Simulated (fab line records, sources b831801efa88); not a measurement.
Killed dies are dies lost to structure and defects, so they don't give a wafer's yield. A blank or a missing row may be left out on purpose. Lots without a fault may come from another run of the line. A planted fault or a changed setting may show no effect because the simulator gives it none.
Which tool did it? | flow gf180mcu | 10 lots, 30 wafers sampled, at 6 steps of a route of 602

WHAT THE GAUGES READ, wafer by wafer
GF_V5_CD_MEAS_14: target cd 260 nm.
lot  | measured     | on        | cd_nm (nm)
L413 | day 27 01:08 | cd_sem-01 | 260.4 261.3 260.3
L414 | day 27 07:37 | cd_sem-01 | 258.8 259.1 258.3
L419 | day 29 03:55 | cd_sem-01 | 259.8 259.4 259.0
L421 | day 29 14:34 | cd_sem-02 | 260.5 261.0 259.9
L425 | day 30 18:02 | cd_sem-01 | 258.7 258.2 258.5
L430 | day 32 04:55 | cd_sem-02 | 261.8 260.0 260.7
L431 | day 32 10:16 | cd_sem-02 | 260.7 259.0 259.9
L432 | day 32 17:50 | cd_sem-02 | 260.4 261.1 260.2
L433 | day 32 22:41 | cd_sem-02 | 260.3 258.9 259.9
L434 | day 33 09:08 | cd_sem-01 | 259.3 260.7 259.1

GF_TOP_METAL_RS_MEAS_05: measures by four-point-probe.
lot  | measured     | on            | TOP_METAL_ALCU_RS (ohm/sq)
L413 | day 27 02:54 | film_metro-01 | 0.0325 0.0327 0.0326
L414 | day 27 09:22 | film_metro-02 | 0.0331 0.0328 0.0333
L419 | day 29 05:43 | film_metro-01 | 0.0331 0.0332 0.0330
L421 | day 29 16:19 | film_metro-02 | 0.0329 0.0327 0.0330
L425 | day 30 19:48 | film_metro-03 | 0.0329 0.0331 0.0331
L430 | day 32 06:45 | film_metro-02 | 0.0325 0.0367 0.0362
L431 | day 32 12:01 | film_metro-03 | 0.0330 0.0330 0.0332
L432 | day 32 19:35 | film_metro-02 | 0.0371 0.0333 0.0335
L433 | day 33 00:26 | film_metro-02 | 0.0333 0.0370 0.0330
L434 | day 33 10:54 | film_metro-01 | 0.0324 0.0323 0.0320

GF_TOP_METAL_THK_MEAS_06: measures by xrf.
lot  | measured     | on            | TOP_METAL_ALCU_THK (nm)
L413 | day 27 03:01 | film_metro-01 | 891 884 886
L414 | day 27 09:29 | film_metro-02 | 888 896 883
L419 | day 29 05:50 | film_metro-01 | 886 887 886
L421 | day 29 16:26 | film_metro-02 | 897 901 891
L425 | day 30 19:55 | film_metro-03 | 880 876 872
L430 | day 32 06:52 | film_metro-02 | 908 803 818
L431 | day 32 12:08 | film_metro-03 | 884 879 873
L432 | day 32 19:41 | film_metro-02 | 802 889 886
L433 | day 33 00:32 | film_metro-02 | 891 802 891
L434 | day 33 11:01 | film_metro-01 | 912 911 919

WHICH TOOL RAN EACH LOT (tool, then ch and the chambers of the sampled wafers, then the start)
lot  | GF_V5_ETCH_16                      | GF_V5_SPUTTER_21             | GF_TOP_METAL_SPUTTER_02
L413 | rie_diel-03 ch 0,1,3, day 27 01:18 | pvd_sputter-04, day 27 01:59 | pvd_sputter-01, day 27 02:49
L414 | rie_diel-01 ch 1,3, day 27 07:46   | pvd_sputter-04, day 27 08:28 | pvd_sputter-02, day 27 09:17
L419 | rie_diel-02 ch 0,1,2, day 29 04:05 | pvd_sputter-03, day 29 04:47 | pvd_sputter-02, day 29 05:37
L421 | rie_diel-02 ch 0,1,3, day 29 14:42 | pvd_sputter-04, day 29 15:23 | pvd_sputter-02, day 29 16:13
L425 | rie_diel-02 ch 0,1,2, day 30 18:12 | pvd_sputter-03, day 30 18:53 | pvd_sputter-02, day 30 19:43
L430 | rie_diel-03 ch 1,2, day 32 05:04   | pvd_sputter-01, day 32 05:50 | pvd_sputter-02, day 32 06:40
L431 | rie_diel-03 ch 1,2, day 32 10:25   | pvd_sputter-03, day 32 11:07 | pvd_sputter-03, day 32 11:56
L432 | rie_diel-02 ch 2,3, day 32 17:57   | pvd_sputter-03, day 32 18:38 | pvd_sputter-02, day 32 19:28
L433 | rie_diel-02 ch 0,1,2, day 32 22:48 | pvd_sputter-03, day 32 23:29 | pvd_sputter-02, day 33 00:19
L434 | rie_diel-02 ch 1,2,3, day 33 09:18 | pvd_sputter-01, day 33 09:59 | pvd_sputter-03, day 33 10:49
- GF_V5_ETCH_16: etches BARC in N2/H2.
- GF_V5_SPUTTER_21: material Ti, target thk 15 nm, time 80.02 s.
- GF_TOP_METAL_SPUTTER_02: material AlCu, target thk 900 nm, time 47.82 s.

WHAT THE TOOLS THEMSELVES READ (means of the sampled wafers that have a number; where no wafer has one, the mark that the record gives instead)
GF_V5_ETCH_16.
lot  | tool        | drypump_motor_current_A (A) | oes_product_au (a.u.) | throttle_valve_pct (%)
L413 | rie_diel-03 | 5.3                         | 0.850                 | 13.229
L414 | rie_diel-01 | 5.4                         | 0.856                 | 13.226
L419 | rie_diel-02 | 5.9                         | 0.856                 | 13.228
L421 | rie_diel-02 | 5.8                         | 0.852                 | 13.226
L425 | rie_diel-02 | 6.0                         | 0.858                 | 13.232
L430 | rie_diel-03 | 5.2                         | 0.859                 | 13.228
L431 | rie_diel-03 | 5.2                         | 0.853                 | 13.230
L432 | rie_diel-02 | 5.7                         | 0.856                 | 13.233
L433 | rie_diel-02 | 6.0                         | 0.851                 | 13.226
L434 | rie_diel-02 | 5.8                         | 0.859                 | 13.224

GF_V5_SPUTTER_21.
lot  | tool           | throttle_valve_pct (%)
L413 | pvd_sputter-04 | 30.3
L414 | pvd_sputter-04 | 30.4
L419 | pvd_sputter-03 | 30.9
L421 | pvd_sputter-04 | 30.2
L425 | pvd_sputter-03 | 30.7
L430 | pvd_sputter-01 | 30.5
L431 | pvd_sputter-03 | 31.3
L432 | pvd_sputter-03 | 30.6
L433 | pvd_sputter-03 | 30.6
L434 | pvd_sputter-01 | 30.3

GF_TOP_METAL_SPUTTER_02.
lot  | tool           | throttle_valve_pct (%)
L413 | pvd_sputter-01 | 30.2
L414 | pvd_sputter-02 | 30.4
L419 | pvd_sputter-02 | 30.0
L421 | pvd_sputter-02 | 30.0
L425 | pvd_sputter-02 | 30.0
L430 | pvd_sputter-02 | 30.4
L431 | pvd_sputter-03 | 30.7
L432 | pvd_sputter-02 | 30.0
L433 | pvd_sputter-02 | 29.5
L434 | pvd_sputter-03 | 29.9

THE ANSWER, worked out from the rows above alone
Rule: what is usual is taken from the lots themselves. Put in order of their means at a reading, lots are off if they are a third of the lots or fewer, leave a main group of 4 or more, and stand apart from it by a gap of 3 or more times the standard deviation of the main group's means; of several such gaps the widest counts. A main group whose means are all the same, to the digits that the tables above print for the reading, isn't used. A lot without any number at a reading at which 4 lots or more have one is off too. The other lots that the step has rows for count as sound. The gauges are gone through in route order, then the tools' own readings, and for those a lot's mean is taken as printed above. The first step at which some lot is off is used, and at that step the reading that is off furthest; a lot without a number counts as furthest.
Off: L430, L432, L433, at GF_TOP_METAL_RS_MEAS_05 (TOP_METAL_ALCU_RS). The main group: mean 0.0329 ohm/sq, standard deviation 0.0003.
A tool fits if, at a process step before that reading, it ran every lot that is off, and no sound lot after the first of them. The gauges at GF_TOP_METAL_RS_MEAS_05 are tried like those tools. Can't be told from this: 2 tools fit, pvd_sputter-02 at GF_TOP_METAL_SPUTTER_02, film_metro-02 at GF_TOP_METAL_RS_MEAS_05.

WHAT THE SIMULATOR HAD PUT IN
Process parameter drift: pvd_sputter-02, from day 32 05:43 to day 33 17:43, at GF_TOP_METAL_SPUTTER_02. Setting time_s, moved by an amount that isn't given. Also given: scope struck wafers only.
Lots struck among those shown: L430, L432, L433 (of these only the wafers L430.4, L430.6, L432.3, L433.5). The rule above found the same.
